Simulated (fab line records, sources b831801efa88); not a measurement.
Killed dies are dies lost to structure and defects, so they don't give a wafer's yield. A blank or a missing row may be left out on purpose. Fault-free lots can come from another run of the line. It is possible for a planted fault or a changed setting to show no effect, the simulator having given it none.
fab line records	flow gf180mcu	part 1 of 2: steps 1 to 30 of 41
record: lots: 5	wafers: 15	lastDay: 34
route steps=602 shown MVPSD@81 VT_IMPLANT@90
lots untouched by any fault: they come from a run of this same line in which no faults occurred
startH: the number of hours between the record's first day and the start of the first shown wafer of the lot	waitH: hours elapsed since this lot's preceding step	" identical to the entry in the row above	L1.1+2: one row covering several wafers at once	- no value, or no start given	* or withheld: withheld	< > ~ a bound
route shown NAME@n: names a module that has steps shown in the file, with the first one's number in the route	usual: mean/standard deviation of fault-free wafers	same: alike in all rows	chamber/n: place in a boat	sites: the reading at each site	_std_site: standard deviation across them	_edge_site: outer sites' mean less inner sites'	radiusMm: how far each site lies from the wafer's centre	mask NAME#n: copy n	behind: the tool/chamber that last shaped the wafer	hold: cause of the lot's hold/its duration in hours/its outcome	device: names the non-switching transistor (n, p or np)	end of line: the same wafers' tests at the end of the route	a step without rows: its recipe alone	killed: dies that structure and defects cost at the first sort, which is not the same as the wafer's yield	map: a wafer's dies, marking killed ones x, the rest . and places with no die _
set.NAME: the setting that was run; set.NAME@STEP: the one run at that earlier step	model.NAME: the simulator's own value behind a step, which no gauge read
certain route steps with their lots: each step a table, each wafer a row
services: a tool's chamber out of use, with start hour (startH, from the record's first day; less than 0 if before it), hours out, and reason
== steps ==
step: GF_MVPSD_SOFTBAKE_03
recipe: tempC: 110	timeS: withheld
lot.wafer	tool	chamber	startH	waitH
L078.1+3+5	lithoTrack-03	0	114.47	0.1
L087.1+2+6	lithoTrack-02	0	170.18	0.1
L091.1+4+6	lithoTrack-02	0	192.18	0.1
L095.2+4+5	lithoTrack-04	0	215.31	0.1
L096.3+4+6	lithoTrack-04	0	217.44	0.1
step: GF_MVPSD_EXPOSE_04
recipe: maskId: MVPSD	targetCdNm: 1000	na: 0.6	sourceShape: conventional	sigmaOuter: 0.6	doseMj: 260
usual: exposureDoseMJCm2: 260.00/0.25
same: na: 0.6
lot.wafer	tool	chamber	startH	waitH	mask	exposureDoseMJCm2
L078.1	ilineStepper-02	0	-	-	MVPSD#0	259.66
L078.3	"	0	"	"	MVPSD#0	259.59
L078.5	"	0	"	"	MVPSD#0	260.30
L087.1	ilineStepper-01	0	-	-	MVPSD#0	260.11
L087.2	"	0	"	"	MVPSD#0	259.81
L087.6	"	0	"	"	MVPSD#0	260.00
L091.1	ilineStepper-01	0	-	-	MVPSD#0	259.76
L091.4	"	0	"	"	MVPSD#0	260.27
L091.6	"	0	"	"	MVPSD#0	260.23
L095.2	ilineStepper-02	0	-	-	MVPSD#0	260.45
L095.4	"	0	"	"	MVPSD#0	260.29
L095.5	"	0	"	"	MVPSD#0	260.19
L096.3	ilineStepper-02	0	-	-	MVPSD#0	259.91
L096.4	"	0	"	"	MVPSD#0	259.92
L096.6	"	0	"	"	MVPSD#0	259.84
step: GF_MVPSD_PEB_05
recipe: tempC: 115	timeS: withheld
lot.wafer	tool	chamber	startH	waitH
L078.1+3+5	lithoTrack-04	0	-	-
L087.1+2+6	lithoTrack-04	0	-	-
L091.1+4+6	lithoTrack-03	0	-	-
L095.2+4+5	lithoTrack-02	0	-	-
L096.3+4+6	lithoTrack-02	0	-	-
step: GF_MVPSD_DEVELOP_06
recipe: wallAngleDeg: 90	developTimeS: 60	devTempC: 23
lot.wafer	tool	chamber	startH	waitH
L078.1+3+5	lithoTrack-04	0	-	-
L087.1+2+6	lithoTrack-04	0	-	-
L091.1+4+6	lithoTrack-03	0	-	-
L095.2+4+5	lithoTrack-02	0	-	-
L096.3+4+6	lithoTrack-02	0	-	-
step: GF_MVPSD_OVL_MEAS_07
usual: MVPSD_OVL: 0.0/1.2
lot.wafer	tool	chamber	startH	waitH	MVPSD_OVL[nm]
L078.1	overlay-01	-	121.53	-	0.4
L078.3	"	-	"	"	-0.6
L078.5	"	-	"	"	-0.4
L087.1	overlay-01	-	178.58	-	0.2
L087.2	"	-	"	"	0.5
L087.6	"	-	"	"	-2.4
L091.1	overlay-02	-	200.37	-	-0.1
L091.4	"	-	"	"	-1.4
L091.6	"	-	"	"	0.0
L095.2	overlay-01	-	223.89	-	0.2
L095.4	"	-	"	"	-1.2
L095.5	"	-	"	"	1.1
L096.3	overlay-02	-	226.29	-	2.2
L096.4	"	-	"	"	2.0
L096.6	"	-	"	"	0.3
step: GF_MVPSD_IMPLANT_08
recipe: species: B	energyKev: 170	doseCm2: 1.5e+13	tiltDeg: 0
usual: tiltDeg: 0.001/0.02
lot.wafer	tool	chamber	startH	waitH	tiltDeg
L078.1	implanter-02	0	121.56	0.0	-0.006
L078.3	"	0	"	"	0.014
L078.5	"	0	"	"	-0.013
L087.1	implanter-02	0	178.61	0.0	-0.007
L087.2	"	0	"	"	0.011
L087.6	"	0	"	"	0.017
L091.1	implanter-03	0	200.40	0.0	-0.011
L091.4	"	0	"	"	-0.025
L091.6	"	0	"	"	-0.002
L095.2	implanter-03	0	223.94	0.0	-0.021
L095.4	"	0	"	"	0.025
L095.5	"	0	"	"	0.026
L096.3	implanter-01	0	226.37	0.1	0.013
L096.4	"	0	"	"	0.031
L096.6	"	0	"	"	-0.033
step: GF_MVPSD_IMPLANT_09
recipe: species: B	energyKev: 40	doseCm2: 5e+12	tiltDeg: 0
usual: tiltDeg: 0.003/0.016
lot.wafer	tool	chamber	startH	waitH	tiltDeg
L078.1	implanter-02	0	121.71	0.1	-0.004
L078.3	"	0	"	"	-0.014
L078.5	"	0	"	"	0.003
L087.1	implanter-02	0	178.76	0.1	0.010
L087.2	"	0	"	"	-0.004
L087.6	"	0	"	"	-0.003
L091.1	implanter-03	0	200.55	0.1	-0.012
L091.4	"	0	"	"	0.035
L091.6	"	0	"	"	0.017
L095.2	implanter-03	0	224.09	0.1	-0.023
L095.4	"	0	"	"	0.032
L095.5	"	0	"	"	0.020
L096.3	implanter-01	0	226.52	0.1	-0.014
L096.4	"	0	"	"	0.006
L096.6	"	0	"	"	-0.015
step: GF_MVPSD_STRIP_10
recipe: chemistry: O2/N2	powerW: 1400	pressureMtorr: 1500	platenTempC: 250	o2FlowSccm: 3000	n2FlowSccm: 300	overashFraction: 0.5
usual: drypumpMotorCurrentA: 5.5/0.4	heaterPowerW: 321/21	oesProductAu: 0.723/0.0041	stripTimeToEndpointS: 36.91/0.095
lot.wafer	tool	chamber	startH	waitH	drypumpMotorCurrentA	heaterPowerW	oesProductAu	rfHoursCounterH	stripTimeToEndpointS
L078.1	plasmaAsher-01	0	121.86	0.1	5.4	299	0.720	34	36.83
L078.3	"	1	"	"	4.8	325	0.718	-	36.81
L078.5	"	0	"	"	5.4	291	0.724	-	36.77
L087.1	plasmaAsher-04	1	178.91	0.1	5.8	325	0.722	7	37.01
L087.2	"	0	"	"	5.5	343	0.726	7	36.95
L087.6	"	1	"	"	5.8	331	0.724	-	37.06
L091.1	plasmaAsher-01	0	200.70	0.1	5.4	291	0.722	43	37.03
L091.4	"	1	"	"	4.8	317	0.720	-	37.19
L091.6	"	1	"	"	4.8	327	0.722	-	36.99
L095.2	plasmaAsher-04	1	224.22	0.1	5.8	322	0.725	11	36.93
L095.4	"	1	"	"	5.8	327	0.717	-	36.93
L095.5	"	1	"	"	5.8	332	0.723	-	36.97
L096.3	plasmaAsher-04	1	226.65	0.1	5.8	323	0.720	-	36.87
L096.4	"	0	"	"	5.5	332	0.728	-	36.89
L096.6	"	1	"	"	5.8	333	0.719	-	36.92
step: GF_MVPSD_TW_MEAS_11
usual: MVPSD_TW: 552.8/2.3
lot.wafer	tool	chamber	startH	waitH	MVPSD_TW
L078.1	filmMetro-04	-	121.96	0.1	552.6
L078.3	"	-	"	"	550.9
L078.5	"	-	"	"	551.9
L087.1	filmMetro-04	-	179.01	0.1	549.5
L087.2	"	-	"	"	551.2
L087.6	"	-	"	"	551.0
L091.1	filmMetro-04	-	200.80	0.1	551.6
L091.4	"	-	"	"	549.5
L091.6	"	-	"	"	555.9
L095.2	filmMetro-03	-	224.33	0.1	558.3
L095.4	"	-	"	"	555.3
L095.5	"	-	"	"	557.6
L096.3	filmMetro-04	-	226.74	0.1	553.6
L096.4	"	-	"	"	548.7
L096.6	"	-	"	"	553.9
step: GF_VT_IMPLANT_DEHYDRATE_00
recipe: tempC: 200	timeS: 60
lot.wafer	tool	chamber	startH	waitH
L078.1+3+5	lithoTrack-03	0	128.82	6.8
L087.1+2+6	lithoTrack-02	0	186.58	7.6
L091.1+4+6	lithoTrack-01	0	208.79	8.0
L095.2+4+5	lithoTrack-02	0	233.46	9.1
L096.3+4+6	lithoTrack-01	0	235.19	8.4
step: GF_VT_IMPLANT_HMDS_01
recipe: primeTimeS: 60	primeTempC: 120
lot.wafer	tool	chamber	startH	waitH
L078.1+3+5	lithoTrack-03	0	128.97	0.1
L087.1+2+6	lithoTrack-02	0	186.73	0.1
L091.1+4+6	lithoTrack-01	0	208.94	0.1
L095.2+4+5	lithoTrack-02	0	233.61	0.1
L096.3+4+6	lithoTrack-01	0	235.34	0.1
step: GF_VT_IMPLANT_COAT_02
recipe: resist: NOVOLAK	spinRpm: 3000	resistThkNm: 1000
usual: dispensePressureKPa: 50/3
lot.wafer	tool	chamber	startH	waitH	dispensePressureKPa
L078.1	lithoTrack-03	0	129.12	0.1	50
L078.3	"	0	"	"	50
L078.5	"	0	"	"	50
L087.1	lithoTrack-02	0	186.88	0.1	53
L087.2	"	0	"	"	53
L087.6	"	0	"	"	53
L091.1	lithoTrack-01	0	209.09	0.1	45
L091.4	"	0	"	"	45
L091.6	"	0	"	"	45
L095.2	lithoTrack-02	0	233.76	0.1	53
L095.4	"	0	"	"	53
L095.5	"	0	"	"	53
L096.3	lithoTrack-01	0	235.49	0.1	45
L096.4	"	0	"	"	45
L096.6	"	0	"	"	45
step: GF_VT_IMPLANT_SOFTBAKE_03
recipe: tempC: 90	timeS: 60	resist: NOVOLAK
lot.wafer	tool	chamber	startH	waitH
L078.1+3+5	lithoTrack-03	0	129.27	0.1
L087.1+2+6	lithoTrack-02	0	187.03	0.1
L091.1+4+6	lithoTrack-01	0	209.24	0.1
L095.2+4+5	lithoTrack-02	0	233.91	0.1
L096.3+4+6	lithoTrack-01	0	235.64	0.1
step: GF_VT_IMPLANT_EXPOSE_04
recipe: maskId: LVPWELL_LV_AREA	targetCdNm: 600	na: 0.6	sourceShape: conventional	sigmaOuter: 0.6	doseMj: 140
usual: exposureDoseMJCm2: 139.99/0.13
same: na: 0.6
lot.wafer	tool	chamber	startH	waitH	mask	exposureDoseMJCm2
L078.1	ilineStepper-01	0	-	-	LVPWELL_LV_AREA#0	139.94
L078.3	"	0	"	"	LVPWELL_LV_AREA#0	139.86
L078.5	"	0	"	"	LVPWELL_LV_AREA#0	139.99
L087.1	ilineStepper-02	0	-	-	LVPWELL_LV_AREA#0	139.92
L087.2	"	0	"	"	LVPWELL_LV_AREA#0	140.02
L087.6	"	0	"	"	LVPWELL_LV_AREA#0	140.03
L091.1	ilineStepper-01	0	-	-	LVPWELL_LV_AREA#0	140.14
L091.4	"	0	"	"	LVPWELL_LV_AREA#0	140.08
L091.6	"	0	"	"	LVPWELL_LV_AREA#0	140.07
L095.2	ilineStepper-01	0	-	-	LVPWELL_LV_AREA#0	139.77
L095.4	"	0	"	"	LVPWELL_LV_AREA#0	139.82
L095.5	"	0	"	"	LVPWELL_LV_AREA#0	139.72
L096.3	ilineStepper-02	0	-	-	LVPWELL_LV_AREA#0	140.15
L096.4	"	0	"	"	LVPWELL_LV_AREA#0	140.12
L096.6	"	0	"	"	LVPWELL_LV_AREA#0	139.96
step: GF_VT_IMPLANT_PEB_05
recipe: tempC: withheld	timeS: *	resist: NOVOLAK
lot.wafer	tool	chamber	startH	waitH
L078.1+3+5	lithoTrack-01	0	-	-
L087.1+2+6	lithoTrack-03	0	-	-
L091.1+4+6	lithoTrack-01	0	-	-
L095.2+4+5	lithoTrack-03	0	-	-
L096.3+4+6	lithoTrack-03	0	-	-
step: GF_VT_IMPLANT_DEVELOP_06
recipe: developTimeS: 60	devTempC: 23
lot.wafer	tool	chamber	startH	waitH
L078.1+3+5	lithoTrack-01	0	136.24	0.1
L087.1+2+6	lithoTrack-03	0	195.57	0.1
L091.1+4+6	lithoTrack-01	0	218.19	0.1
L095.2+4+5	lithoTrack-03	0	242.64	0.1
L096.3+4+6	lithoTrack-03	0	243.97	0.1
step: GF_VT_IMPLANT_OVL_MEAS_07
usual: VT_IMPLANT_OVL: -0.9/1.4
lot.wafer	tool	chamber	startH	waitH	VT_IMPLANT_OVL[nm]
L078.1	overlay-02	-	136.39	0.1	-1.2
L078.3	"	-	"	"	0.7
L078.5	"	-	"	"	-0.5
L087.1	overlay-02	-	195.72	0.1	-1.0
L087.2	"	-	"	"	-3.2
L087.6	"	-	"	"	-1.5
L091.1	overlay-01	-	218.34	0.1	-2.8
L091.4	"	-	"	"	-2.1
L091.6	"	-	"	"	-2.0
L095.2	overlay-01	-	242.77	0.1	1.5
L095.4	"	-	"	"	0.4
L095.5	"	-	"	"	1.0
L096.3	overlay-02	-	244.08	0.1	0.8
L096.4	"	-	"	"	1.5
L096.6	"	-	"	"	0.4
step: GF_VT_IMPLANT_IMPLANT_08
recipe: species: BF2	energyKev: 20	doseCm2: 8.66e+12	tiltDeg: 7
usual: tiltDeg: 7.000/0.02
lot.wafer	tool	chamber	startH	waitH	tiltDeg
L078.1	implanter-04	0	136.43	0.0	6.998
L078.3	"	0	"	"	6.977
L078.5	"	0	"	"	7.009
L087.1	implanter-01	0	195.75	0.0	7.005
L087.2	"	0	"	"	6.992
L087.6	"	0	"	"	7.000
L091.1	implanter-02	0	218.37	0.0	6.973
L091.4	"	0	"	"	6.976
L091.6	"	0	"	"	6.987
L095.2	implanter-01	0	242.83	0.0	6.992
L095.4	"	0	"	"	7.004
L095.5	"	0	"	"	6.971
L096.3	implanter-04	0	244.15	0.1	7.008
L096.4	"	0	"	"	7.018
L096.6	"	0	"	"	7.024
step: GF_VT_IMPLANT_STRIP_09
recipe: chemistry: O2/N2	powerW: 1400	pressureMtorr: 1500	platenTempC: 250	o2FlowSccm: 3000	n2FlowSccm: 300	overashFraction: 0.5
usual: drypumpMotorCurrentA: 5.6/0.44	heaterPowerW: 305/38	oesProductAu: 0.716/0.0046	stripTimeToEndpointS: 12.657/0.03
lot.wafer	tool	chamber	startH	waitH	drypumpMotorCurrentA	heaterPowerW	oesProductAu	rfHoursCounterH	stripTimeToEndpointS
L078.1	plasmaAsher-02	1	136.58	0.1	6.1	299	0.719	51	12.612
L078.3	"	1	"	"	6.1	299	0.714	-	12.618
L078.5	"	0	"	"	5.6	342	0.722	-	12.658
L087.1	plasmaAsher-01	1	195.90	0.1	4.8	318	0.713	42	12.698
L087.2	"	0	"	"	5.4	307	0.719	42	12.650
L087.6	"	0	"	"	5.4	287	0.719	-	12.650
L091.1	plasmaAsher-01	1	218.52	0.1	4.8	329	0.721	45	12.681
L091.4	"	0	"	"	5.4	292	0.718	-	12.659
L091.6	"	1	"	"	4.8	313	0.716	-	12.667
L095.2	plasmaAsher-01	0	242.95	0.1	5.4	300	0.705	47	12.675
L095.4	"	1	"	"	4.8	324	0.715	-	12.657
L095.5	"	0	"	"	5.4	299	0.717	-	12.640
L096.3	plasmaAsher-03	1	244.29	0.1	5.4	250	0.711	-	12.660
L096.4	"	0	"	"	6.1	332	0.714	-	12.660
L096.6	"	1	"	"	5.4	245	0.710	-	12.680
step: GF_VT_IMPLANT_TW_MEAS_10
usual: VT_IMPLANT_TW: 574/6.4
lot.wafer	tool	chamber	startH	waitH	VT_IMPLANT_TW
L078.1	filmMetro-04	-	136.68	0.1	572
L078.3	"	-	"	"	569
L078.5	"	-	"	"	573
L087.1	filmMetro-04	-	196.00	0.1	573
L087.2	"	-	"	"	571
L087.6	"	-	"	"	571
L091.1	filmMetro-01	-	218.62	0.1	580
L091.4	"	-	"	"	582
L091.6	"	-	"	"	581
L095.2	filmMetro-04	-	243.06	0.1	570
L095.4	"	-	"	"	570
L095.5	"	-	"	"	569
L096.3	filmMetro-04	-	244.37	0.1	570
L096.4	"	-	"	"	572
L096.6	"	-	"	"	575
step: GF_VT_IMPLANT_DEHYDRATE_11
recipe: tempC: 200	timeS: 60
lot.wafer	tool	chamber	startH	waitH
L078.1+3+5	lithoTrack-01	0	143.54	6.9
L087.1+2+6	lithoTrack-03	0	203.52	7.5
L091.1+4+6	lithoTrack-03	0	226.92	8.3
L095.2+4+5	lithoTrack-01	0	252.01	8.9
L096.3+4+6	lithoTrack-03	0	253.47	9.1
step: GF_VT_IMPLANT_HMDS_12
recipe: primeTimeS: 60	primeTempC: 120
lot.wafer	tool	chamber	startH	waitH
L078.1+3+5	lithoTrack-01	0	143.69	0.1
L087.1+2+6	lithoTrack-03	0	203.67	0.1
L091.1+4+6	lithoTrack-03	0	227.07	0.1
L095.2+4+5	lithoTrack-01	0	252.16	0.1
L096.3+4+6	lithoTrack-03	0	253.62	0.1
step: GF_VT_IMPLANT_COAT_13
recipe: resist: NOVOLAK	spinRpm: 3000	resistThkNm: 1000
usual: dispensePressureKPa: 49/3.3
lot.wafer	tool	chamber	startH	waitH	dispensePressureKPa
L078.1	lithoTrack-01	0	143.84	0.1	45
L078.3	"	0	"	"	45
L078.5	"	0	"	"	45
L087.1	lithoTrack-03	0	203.82	0.1	50
L087.2	"	0	"	"	50
L087.6	"	0	"	"	50
L091.1	lithoTrack-03	0	227.22	0.1	50
L091.4	"	0	"	"	50
L091.6	"	0	"	"	50
L095.2	lithoTrack-01	0	252.31	0.1	45
L095.4	"	0	"	"	45
L095.5	"	0	"	"	45
L096.3	lithoTrack-03	0	253.77	0.1	50
L096.4	"	0	"	"	50
L096.6	"	0	"	"	50
step: GF_VT_IMPLANT_SOFTBAKE_14
recipe: tempC: 90	timeS: 60	resist: NOVOLAK
lot.wafer	tool	chamber	startH	waitH
L078.1+3+5	lithoTrack-01	0	143.99	0.1
L087.1+2+6	lithoTrack-03	0	203.97	0.1
L091.1+4+6	lithoTrack-03	0	227.37	0.1
L095.2+4+5	lithoTrack-01	0	252.46	0.1
L096.3+4+6	lithoTrack-03	0	253.92	0.1
step: GF_VT_IMPLANT_EXPOSE_15
recipe: maskId: Nwell_LV_AREA	targetCdNm: 860	na: 0.6	sourceShape: conventional	sigmaOuter: 0.6	doseMj: 140
usual: exposureDoseMJCm2: 139.99/0.15
same: na: 0.6
lot.wafer	tool	chamber	startH	waitH	mask	exposureDoseMJCm2
L078.1	ilineStepper-01	0	-	-	Nwell_LV_AREA#0	140.05
L078.3	"	0	"	"	Nwell_LV_AREA#0	139.90
L078.5	"	0	"	"	Nwell_LV_AREA#0	139.79
L087.1	ilineStepper-02	0	-	-	Nwell_LV_AREA#0	140.00
L087.2	"	0	"	"	Nwell_LV_AREA#0	140.17
L087.6	"	0	"	"	Nwell_LV_AREA#0	140.02
L091.1	ilineStepper-02	0	-	-	Nwell_LV_AREA#0	140.12
L091.4	"	0	"	"	Nwell_LV_AREA#0	140.17
L091.6	"	0	"	"	Nwell_LV_AREA#0	140.24
L095.2	ilineStepper-02	0	-	-	Nwell_LV_AREA#0	140.02
L095.4	"	0	"	"	Nwell_LV_AREA#0	139.99
L095.5	"	0	"	"	Nwell_LV_AREA#0	140.12
L096.3	ilineStepper-02	0	-	-	Nwell_LV_AREA#0	139.93
L096.4	"	0	"	"	Nwell_LV_AREA#0	139.93
L096.6	"	0	"	"	Nwell_LV_AREA#0	139.96
step: GF_VT_IMPLANT_PEB_16
recipe: tempC: withheld	timeS: *	resist: NOVOLAK
lot.wafer	tool	chamber	startH	waitH
L078.1+3+5	lithoTrack-01	0	-	-
L087.1+2+6	lithoTrack-03	0	-	-
L091.1+4+6	lithoTrack-03	0	-	-
L095.2+4+5	lithoTrack-01	0	-	-
L096.3+4+6	lithoTrack-01	0	-	-
step: GF_VT_IMPLANT_DEVELOP_17
recipe: developTimeS: 60	devTempC: 23
lot.wafer	tool	chamber	startH	waitH
L078.1+3+5	lithoTrack-01	0	151.39	0.1
L087.1+2+6	lithoTrack-03	0	213.12	0.1
L091.1+4+6	lithoTrack-03	0	236.42	0.1
L095.2+4+5	lithoTrack-01	0	261.26	0.1
L096.3+4+6	lithoTrack-01	0	263.19	0.1
step: GF_VT_IMPLANT_OVL_MEAS_18
usual: VT_IMPLANT_01_OVL: 0.0/1.4
lot.wafer	tool	chamber	startH	waitH	VT_IMPLANT_01_OVL[nm]
L078.1	overlay-01	-	151.54	0.1	1.7
L078.3	"	-	"	"	0.3
L078.5	"	-	"	"	1.8
L087.1	overlay-02	-	213.27	0.1	-0.3
L087.2	"	-	"	"	-1.6
L087.6	"	-	"	"	-1.2
L091.1	overlay-01	-	236.57	0.1	0.8
L091.4	"	-	"	"	2.4
L091.6	"	-	"	"	0.6
L095.2	overlay-01	-	261.39	0.1	-0.5
L095.4	"	-	"	"	-1.7
L095.5	"	-	"	"	0.0
L096.3	overlay-02	-	263.30	0.1	-0.3
L096.4	"	-	"	"	-0.3
L096.6	"	-	"	"	0.5
step: GF_VT_IMPLANT_IMPLANT_19
recipe: species: As	energyKev: 100	doseCm2: 4.35e+12	tiltDeg: 7
usual: tiltDeg: 6.999/0.019
lot.wafer	tool	chamber	startH	waitH	tiltDeg
L078.1	implanter-04	0	151.58	0.0	7.007
L078.3	"	0	"	"	7.012
L078.5	"	0	"	"	6.990
L087.1	implanter-04	0	213.30	0.0	7.023
L087.2	"	0	"	"	6.983
L087.6	"	0	"	"	6.957
L091.1	implanter-01	0	236.60	0.0	7.012
L091.4	"	0	"	"	7.011
L091.6	"	0	"	"	7.028
L095.2	implanter-01	0	261.45	0.0	7.012
L095.4	"	0	"	"	7.012
L095.5	"	0	"	"	6.986
L096.3	implanter-02	0	263.37	0.1	6.973
L096.4	"	0	"	"	6.999
L096.6	"	0	"	"	6.969
step: GF_VT_IMPLANT_STRIP_20
recipe: chemistry: O2/N2	powerW: 1400	pressureMtorr: 1500	platenTempC: 250	o2FlowSccm: 3000	n2FlowSccm: 300	overashFraction: 0.5
usual: drypumpMotorCurrentA: 5.6/0.44	heaterPowerW: 307/37	oesProductAu: 0.716/0.0045	stripTimeToEndpointS: 12.65/0.037
lot.wafer	tool	chamber	startH	waitH	drypumpMotorCurrentA	heaterPowerW	oesProductAu	rfHoursCounterH	stripTimeToEndpointS
L078.1	plasmaAsher-02	1	151.73	0.1	6.1	297	0.716	53	12.62
L078.3	"	0	"	"	5.6	352	0.720	-	12.59
L078.5	"	0	"	"	5.6	361	0.720	-	12.58
L087.1	plasmaAsher-03	0	213.45	0.1	6.1	339	0.713	50	12.71
L087.2	"	1	"	"	5.4	240	0.712	50	12.70
L087.6	"	1	"	"	5.4	246	0.709	-	12.68
L091.1	plasmaAsher-02	1	236.75	0.1	6.1	301	0.711	62	12.64
L091.4	"	1	"	"	6.1	303	0.722	-	12.62
L091.6	"	0	"	"	5.6	354	0.712	-	12.60
L095.2	plasmaAsher-02	1	261.57	0.1	6.1	291	0.712	64	12.68
L095.4	"	0	"	"	5.6	355	0.713	-	12.67
L095.5	"	0	"	"	5.6	355	0.709	-	12.67
L096.3	plasmaAsher-02	0	263.51	0.1	5.6	355	0.722	-	12.60
L096.4	"	1	"	"	6.1	307	0.718	-	12.68
L096.6	"	0	"	"	5.6	371	0.709	-	12.65
